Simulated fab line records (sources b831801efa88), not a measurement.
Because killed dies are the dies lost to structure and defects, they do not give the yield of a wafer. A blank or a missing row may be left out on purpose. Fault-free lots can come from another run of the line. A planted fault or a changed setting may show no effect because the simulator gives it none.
fab line records	flow sfq_line
[record] lots = 14	wafers = 42	last_day = 78
route steps=325 shown I2@103 I6@277
lots that met no fault: taken from a fault-free run of the same line
start_h: hours from the record's first day to the start of the lot's first wafer shown	wait_h: how many hours have passed since the lot's step before this one	" repeats the value in the row above	L1.1+2: a row that stands for several wafers	- either no value or no given start	* or withheld: withheld	< > ~ a bound
route shown NAME@n: NAME is a module with steps in the file, n the number in the route of the first one	usual: mean/standard deviation taken from wafers without a fault	same: alike in all rows	chamber/n: place in a boat	sites: each site's reading	_std_site: the values' standard deviation	_edge_site: outer sites' mean less inner sites'	radius_mm: for every site, how far away it sits from the centre of the wafer	mask NAME#n: copy n	behind: tool/chamber where the wafer was last shaped	hold: cause of the lot's hold/its duration in hours/its outcome	device: whichever transistor did not switch (one of n, p or np)	end of line: the same wafers' tests at the end of the route	where a step has no rows: the recipe by itself	killed: not the wafer's yield, but the dies lost to structure and defects at the first sort	map: a wafer's dies, marking killed ones x, the rest . and places with no die _
set.NAME: the setting the step ran with; set.NAME@STEP: the setting that earlier step ran with	model.NAME: the simulator's own value behind a step, which no gauge read
a sample of lots followed through the steps of the route, with each step as a table and each wafer as a row
services: when a tool's chamber went out of use (start_h, in hours from the record's first day, below 0 if earlier), for how many hours, and the reason
[[steps]]
[step SFQ_TRILAYER_I2_DEP_PECVD_063]
[recipe] material = SiO2	temp_c = 150	time_s = 111.11	pressure_torr = 2.4	rf_w = 183.3	precursor = SiH4/N2O	target_thk_nm = 500
[usual] heater_power_outer_w = 25/7.5	heater_power_w = 75/14	run_length_s = 139.0/0.34	throttle_valve_pct = 25.1/1.2
lot.wafer	tool	chamber	start_h	wait_h	heater_power_outer_w	heater_power_w	run_length_s	throttle_valve_pct
L557.1	pecvd-01	2	469.05	0.0	24	81	139.0	25.1
L557.2	"	1	"	"	35	92	138.7	23.8
L557.6	"	2	"	"	25	84	139.0	25.4
L558.2	pecvd-02	1	473.86	0.0	19	64	139.7	24.5
L558.3	"	0	"	"	17	54	139.2	22.9
L558.6	"	0	"	"	18	55	139.4	23.5
L560.1	pecvd-04	0	499.15	0.0	26	80	138.6	26.5
L560.2	"	2	"	"	35	99	138.8	25.4
L560.3	"	1	"	"	23	68	138.7	24.1
L561.3	pecvd-02	0	523.15	0.0	19	56	138.9	23.3
L561.5	"	2	"	"	25	68	139.3	24.2
L561.6	"	0	"	"	11	45	139.3	23.6
L567.3	pecvd-01	1	572.31	0.0	37	93	138.9	24.0
L567.4	"	2	"	"	13	68	138.9	25.6
L567.6	"	1	"	"	38	93	124.1	24.2
L568.1	pecvd-01	0	579.51	0.0	21	73	138.9	26.9
L568.3	"	2	"	"	22	78	138.8	25.8
L568.5	"	0	"	"	23	76	124.6	27.2
L572.3	pecvd-02	0	608.89	0.0	19	56	139.6	23.5
L572.4	"	2	"	"	17	57	138.9	24.4
L572.6	"	1	"	"	17	62	139.6	24.8
L574.1	pecvd-02	0	624.23	0.0	12	48	138.9	23.6
L574.3	"	2	"	"	24	67	139.2	24.7
L574.4	"	0	"	"	15	50	139.2	23.5
L575.1	pecvd-02	1	632.89	0.0	16	61	139.5	25.0
L575.2	"	0	"	"	12	46	138.9	23.6
L575.4	"	1	"	"	17	64	139.0	24.9
L576.2	pecvd-04	2	645.33	0.0	25	88	138.7	25.5
L576.4	"	2	"	"	28	93	139.2	25.5
L576.6	"	0	"	"	26	80	138.2	26.6
L577.1	pecvd-01	0	652.33	0.0	16	67	138.8	27.2
L577.3	"	2	"	"	22	78	138.8	25.6
L577.4	"	1	"	"	38	93	138.7	23.7
L578.1	pecvd-04	2	658.34	0.0	33	98	138.7	25.6
L578.4	"	0	"	"	21	75	138.4	26.7
L578.5	"	1	"	"	30	77	138.8	24.2
L579.3	pecvd-01	2	664.53	0.0	24	81	138.9	25.9
L579.4	"	2	"	"	13	67	139.0	25.8
L579.6	"	0	"	"	23	75	138.9	27.2
L580.3	pecvd-02	0	672.83	0.0	15	49	138.9	23.5
L580.4	"	0	"	"	17	52	138.9	23.4
L580.6	"	2	"	"	27	71	139.1	24.7
[step SFQ_TRILAYER_I2_CMP_CMP_064]
[recipe] material = SiO2	down_force_psi = 3	platen_rpm = 60	pad_velocity_m_s = 0.94248
[usual] motor_current_A = 10.8/1	time_to_endpoint_s = 214/9.3
lot.wafer	tool	chamber	start_h	wait_h	motor_current_A	time_to_endpoint_s
L557.1	cmp-01	1	469.12	0.0	13.0	200
L557.2	"	3	470.12	1.0	11.1	213
L557.6	"	2	471.62	2.5	10.4	201
L558.2	cmp-02	1	473.94	0.0	9.4	206
L558.3	"	3	474.94	1.0	10.9	193
L558.6	"	1	475.94	2.0	9.3	209
L560.2	cmp-01	3	499.22	0.0	11.5	211
L560.3	"	1	500.22	1.0	12.0	214
L560.1	"	2	"	"	10.8	204
L561.3	cmp-01	3	526.02	2.8	11.6	228
L561.6	"	0	"	"	10.4	236
L561.5	"	1	"	"	12.4	230
L567.3	cmp-01	1	586.65	14.3	12.7	219
L567.4	"	2	"	"	10.9	203
L567.6	"	1	588.65	16.3	12.2	174
L568.1	cmp-02	2	593.50	14.0	9.5	215
L568.3	"	1	595.00	15.5	9.5	197
L568.5	"	2	"	"	9.6	171
L572.3	cmp-02	2	629.50	20.6	9.4	215
L572.4	"	0	630.50	21.5	9.8	220
L572.6	"	2	631.50	22.5	9.8	214
L574.4	cmp-02	3	651.00	26.7	11.0	205
L574.3	"	0	"	"	10.3	210
L574.1	"	1	"	"	10.0	212
L575.4	cmp-01	2	662.09	29.1	11.0	204
L575.2	"	3	"	"	11.1	219
L575.1	"	0	"	"	11.1	209
L576.4	cmp-01	0	677.09	31.7	11.1	218
L576.2	"	1	"	"	13.3	215
L576.6	"	1	679.59	34.2	13.1	224
L577.4	cmp-01	3	683.09	30.7	10.8	218
L577.1	"	1	684.09	31.7	13.2	209
L577.3	"	2	"	"	10.8	192
L578.1	cmp-01	0	689.59	31.2	10.8	213
L578.4	"	2	690.59	32.2	11.3	203
L578.5	"	3	"	"	10.7	211
L579.3	cmp-02	0	693.00	28.4	9.8	202
L579.4	"	2	694.00	29.4	9.1	208
L579.6	"	0	695.00	30.4	9.6	213
L580.3	cmp-02	0	701.50	28.6	9.8	216
L580.4	"	2	702.50	29.6	10.1	217
L580.6	"	0	703.50	30.6	9.8	219
[step SFQ_I2_BOW_MEAS_917]
[recipe] mode = bow
[usual] I2_BOW = 4/7.8
lot.wafer	tool	chamber	start_h	wait_h	I2_BOW[um]
L557.1	film_metro-03	-	472.12	2.5	17
L557.2	"	-	"	"	26
L557.6	"	-	"	"	10
L558.2	film_metro-04	-	476.96	2.5	11
L558.3	"	-	"	"	7
L558.6	"	-	"	"	-3
L560.1	film_metro-01	-	502.22	1.0	6
L560.2	"	-	"	"	-2
L560.3	"	-	"	"	9
L561.3	film_metro-03	-	527.56	1.0	13
L561.5	"	-	"	"	6
L561.6	"	-	"	"	9
L567.3	film_metro-01	-	589.69	2.5	12
L567.4	"	-	"	"	-6
L567.6	"	-	"	"	-10
L568.1	film_metro-04	-	596.50	2.5	7
L568.3	"	-	"	"	7
L568.5	"	-	"	"	12
L572.3	film_metro-01	-	632.54	2.5	-4
L572.4	"	-	"	"	-4
L572.6	"	-	"	"	-9
L574.1	film_metro-03	-	653.50	1.0	-2
L574.3	"	-	"	"	-2
L574.4	"	-	"	"	-11
L575.1	film_metro-03	-	665.09	1.5	-13
L575.2	"	-	"	"	13
L575.4	"	-	"	"	-1
L576.2	film_metro-04	-	680.11	2.0	-4
L576.4	"	-	"	"	8
L576.6	"	-	"	"	-4
L577.1	film_metro-04	-	686.09	1.5	-4
L577.3	"	-	"	"	12
L577.4	"	-	"	"	-5
L578.1	film_metro-03	-	692.09	2.0	3
L578.4	"	-	"	"	-2
L578.5	"	-	"	"	3
L579.3	film_metro-01	-	695.54	2.0	4
L579.4	"	-	"	"	13
L579.6	"	-	"	"	-4
L580.3	film_metro-03	-	704.54	2.5	7
L580.4	"	-	"	"	-12
L580.6	"	-	"	"	3
[step SFQ_TRILAYER_I6_VIA_BARC_OPEN_VIA_ETCH_235]
[recipe] mask_material = PR	chemistry = O2	target_depth_nm = 125	target = BARC	source_w = 500	bias_w = 80	pressure_mtorr = 30	time_s = 41.7
[usual] drypump_motor_current_A = 6.0/0.47	oes_product_au = 0.686/0.005
[same] time_s = 41.7
lot.wafer	tool	chamber	start_h	wait_h	drypump_motor_current_A	oes_product_au	rf_hours_counter_h
L557.1	rie_diel-04	0	1471.15	0.0	6.2	0.694	4
L557.2	"	3	"	"	5.7	0.690	23
L557.6	"	2	"	"	6.7	0.696	-
L558.2	rie_diel-04	2	1478.35	0.0	6.7	0.681	9
L558.3	"	0	"	"	6.2	0.682	4
L558.6	"	0	"	"	6.2	0.688	-
L560.1	rie_diel-04	0	1497.55	0.0	6.2	0.688	4
L560.2	"	2	"	"	6.6	0.686	9
L560.3	"	3	"	"	5.7	0.682	23
L561.3	rie_diel-04	0	1509.55	0.0	6.2	0.688	4
L561.5	"	3	"	"	5.7	0.681	-
L561.6	"	2	"	"	6.7	0.686	-
L567.3	rie_diel-04	2	1559.67	0.0	6.7	0.683	11
L567.4	"	3	"	"	5.8	0.699	24
L567.6	"	1	"	"	5.6	0.682	-
L568.1	rie_diel-01	3	1561.08	0.0	5.9	0.684	14
L568.3	"	1	"	"	6.0	0.691	19
L568.5	"	3	"	"	5.9	0.684	-
L572.3	rie_diel-01	0	1580.40	0.0	4.9	0.686	13
L572.4	"	2	"	"	6.3	0.688	20
L572.6	"	1	"	"	6.0	0.678	-
L574.1	rie_diel-02	3	1586.40	0.0	6.8	0.688	14
L574.3	"	2	"	"	5.8	0.687	15
L574.4	"	0	"	"	5.7	0.685	22
L575.1	rie_diel-01	0	1588.80	0.0	4.9	0.688	13
L575.2	"	2	"	"	6.3	0.674	20
L575.4	"	3	"	"	6.0	0.679	14
L576.2	rie_diel-02	1	1594.28	0.0	5.5	0.684	7
L576.4	"	3	"	"	6.8	0.679	14
L576.6	"	2	"	"	5.8	0.688	-
L577.1	rie_diel-04	3	1599.08	0.0	5.7	0.693	0
L577.3	"	1	"	"	5.7	0.678	23
L577.4	"	2	"	"	6.7	0.686	11
L578.1	rie_diel-02	1	1600.28	0.0	5.5	0.691	7
L578.4	"	3	"	"	6.8	0.692	14
L578.5	"	3	"	"	6.8	0.686	-
L579.3	rie_diel-04	2	1603.88	0.0	6.7	0.684	11
L579.4	"	0	"	"	6.2	0.687	6
L579.6	"	1	"	"	5.7	0.685	-
L580.3	rie_diel-02	0	1609.88	0.0	5.7	0.688	22
L580.4	"	2	"	"	5.8	0.683	16
L580.6	"	1	"	"	5.5	0.685	-
[step SFQ_TRILAYER_I6_VIA_STRIP_STRIP_173]
[recipe] gas = O2	power_w = 200	platen_temp_c = 40	overash_fraction = 0.65	chemistry = O2	pressure_mtorr = 50
[usual] drypump_motor_current_A = 5.94/0.28	oes_product_au = 0.995/0.012
lot.wafer	tool	chamber	start_h	wait_h	drypump_motor_current_A	oes_product_au	rf_hours_counter_h
L557.1	rie_metal-02	0	1471.30	-	5.58	1.010	172
L557.2	"	1	"	"	5.78	1.014	89
L557.6	"	0	"	"	5.57	0.989	-
L558.2	rie_metal-04	0	1478.50	-	5.83	0.981	84
L558.3	"	0	"	"	5.82	0.990	-
L558.6	"	0	"	"	5.86	0.980	-
L560.1	rie_metal-02	0	1497.70	-	5.56	0.988	2
L560.2	"	1	"	"	5.76	1.004	98
L560.3	"	0	"	"	5.60	0.992	-
L561.3	rie_metal-02	1	1509.90	-	5.78	1.004	-
L561.5	"	0	"	"	5.58	0.996	-
L561.6	"	1	"	"	5.78	1.004	-
L567.3	rie_metal-02	1	1560.03	-	5.78	1.005	-
L567.4	"	0	"	"	5.58	0.997	-
L567.6	"	0	"	"	5.58	1.004	-
L568.1	rie_metal-04	0	1561.23	-	5.84	0.983	98
L568.3	"	0	"	"	5.86	0.974	-
L568.5	"	1	"	"	6.11	0.988	-
L572.3	rie_metal-02	0	1580.76	-	5.57	1.005	-
L572.4	"	1	"	"	5.80	1.011	-
L572.6	"	0	"	"	5.59	0.999	-
L574.1	rie_metal-02	1	1586.56	-	5.77	1.009	110
L574.3	"	0	"	"	5.54	1.005	-
L574.4	"	1	"	"	5.79	1.004	-
L575.1	rie_metal-01	1	1588.96	-	6.33	0.989	79
L575.2	"	0	"	"	6.23	0.984	100
L575.4	"	1	"	"	6.37	0.993	-
L576.2	rie_metal-02	1	1594.43	-	5.80	1.011	111
L576.4	"	0	"	"	5.55	1.006	-
L576.6	"	1	"	"	5.77	1.003	-
L577.1	rie_metal-02	0	1599.23	-	5.58	0.993	17
L577.3	"	1	"	"	5.76	1.007	-
L577.4	"	0	"	"	5.58	0.987	-
L578.1	rie_metal-01	1	1600.43	-	6.36	1.001	81
L578.4	"	0	"	"	6.21	0.993	-
L578.5	"	0	"	"	6.17	0.983	-
L579.3	rie_metal-01	1	1604.23	-	6.32	1.008	-
L579.4	"	0	"	"	6.19	0.977	-
L579.6	"	0	"	"	6.21	0.986	-
L580.3	rie_metal-01	1	1610.23	-	6.34	1.007	-
L580.4	"	0	"	"	6.22	0.987	-
L580.6	"	0	"	"	6.23	1.003	-
[[services]]
tool	chamber	start_h	hours	kind
cmp-01	-	473.27	0.3	repair
cmp-01	-	527.79	2.2	repair
rie_metal-02	-	538.05	15.6	pm
cmp-01	-	545.52	4.1	pm
cmp-01	-	576.65	4.0	pm
cmp-01	-	628.53	1.7	repair
rie_metal-02	-	643.42	1.4	pm
cmp-01	-	644.42	2.7	repair
rie_metal-02	1	721.32	5.9	repair
rie_metal-02	-	749.28	2.8	pm
cmp-01	-	775.85	2.3	repair
cmp-01	-	834.88	0.6	repair
cmp-01	-	913.49	6.4	pm
cmp-01	-	919.88	4.0	pm
cmp-01	-	993.30	0.4	repair
cmp-01	-	1097.88	5.6	pm
cmp-01	-	1107.72	3.5	repair
rie_metal-02	-	1162.14	0.8	repair
rie_metal-02	-	1173.36	0.6	repair
cmp-01	-	1175.86	10.5	repair
cmp-01	-	1240.76	0.5	repair
cmp-01	-	1261.38	4.0	pm
cmp-01	-	1304.11	0.5	repair
cmp-01	-	1336.51	2.5	repair
[[key]]
[first_sign] step = SFQ_TRILAYER_I2_DEP_PECVD_063	reading = run_length_s	direction = down	sigmas = 43	usual = *	struck = *
[effect] step = SFQ_TRILAYER_I2_CMP_CMP_064	reading = time_to_endpoint_s	direction = down	sigmas = 4.4	usual = *	struck = *
met_at SFQ_TRILAYER_I2_DEP_PECVD_063
struck_lots L567,L568
struck_wafers L567.6,L568.5
not_acting_at SFQ_I2_BOW_MEAS_917,SFQ_TRILAYER_I6_VIA_BARC_OPEN_VIA_ETCH_235,SFQ_TRILAYER_I6_VIA_STRIP_STRIP_173
onset_between 469.05 572.31
[fault] kind = process_parameter_drift	tool = pecvd-01	chamber = -	onset_h = 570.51	steps = SFQ_TRILAYER_I2_DEP_PECVD_063	channel = time_s	offset = *	shape = step	end_h = 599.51	scope = struck_wafers_only	acts_in = *	stated = *
